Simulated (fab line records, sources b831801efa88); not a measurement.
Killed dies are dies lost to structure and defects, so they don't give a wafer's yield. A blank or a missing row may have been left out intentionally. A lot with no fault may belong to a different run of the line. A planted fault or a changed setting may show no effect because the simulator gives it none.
Chamber matching || flow gf180mcu || GF_V5_CVD_02 on pecvd-04: 3 sister chambers
The step deposits SiO2 from TEOS, target thk 1450 nm, time 163.28 s. 3 wafers are shown with their chamber, then 7 later ones without.

== WAFERS, EACH WITH ITS CHAMBER ==
{"wafer": "L375.5", "chamber": 2, "heaterPowerW (W)": 503}
{"wafer": "L380.3", "chamber": 0, "heaterPowerW (W)": 619}
{"wafer": "L380.4", "chamber": 1, "heaterPowerW (W)": 449}

== WAFERS MISSING THEIR CHAMBER ==
{"wafer": "L380.5", "heaterPowerW (W)": 710}
{"wafer": "L389.2", "heaterPowerW (W)": 587}
{"wafer": "L389.4", "heaterPowerW (W)": 568}
{"wafer": "L389.5", "heaterPowerW (W)": 647}
{"wafer": "L390.2", "heaterPowerW (W)": 532}
{"wafer": "L390.3", "heaterPowerW (W)": 630}
{"wafer": "L390.5", "heaterPowerW (W)": 517}

== CHAMBER TAKEN BY EACH ==
{"wafer": "L380.5", "from the rows above": 0, "in truth": 0}
{"wafer": "L389.2", "from the rows above": "can't be placed: 0 or 2", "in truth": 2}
{"wafer": "L389.4", "from the rows above": "can't be placed: 0 or 2 or 1", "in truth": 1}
{"wafer": "L389.5", "from the rows above": 0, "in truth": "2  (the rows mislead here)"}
{"wafer": "L390.2", "from the rows above": "can't be placed: 2 or 1 or 0", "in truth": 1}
{"wafer": "L390.3", "from the rows above": 0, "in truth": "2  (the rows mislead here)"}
{"wafer": "L390.5", "from the rows above": "can't be placed: 2 or 1 or 0", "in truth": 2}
Correct placement for 1 of the 7. Cannot be placed on the basis of these rows: 4; the candidates contain the true chamber in 4. Wrongly placed: 2.
How it was worked out, from the rows above alone: a wafer's distance from a chamber is the root of the sum, over the readings, of the square of ((its reading less the chamber's mean) divided by the reading's scatter). If the next closest chamber is less than 2 further off than the closest, the wafer can't be placed; otherwise it belongs to the closest. A chamber's mean is the mean of its shown wafers. The scatter: root of mean squared gap, hidden wafer to nearest shown wafer, with one shown wafer a chamber.
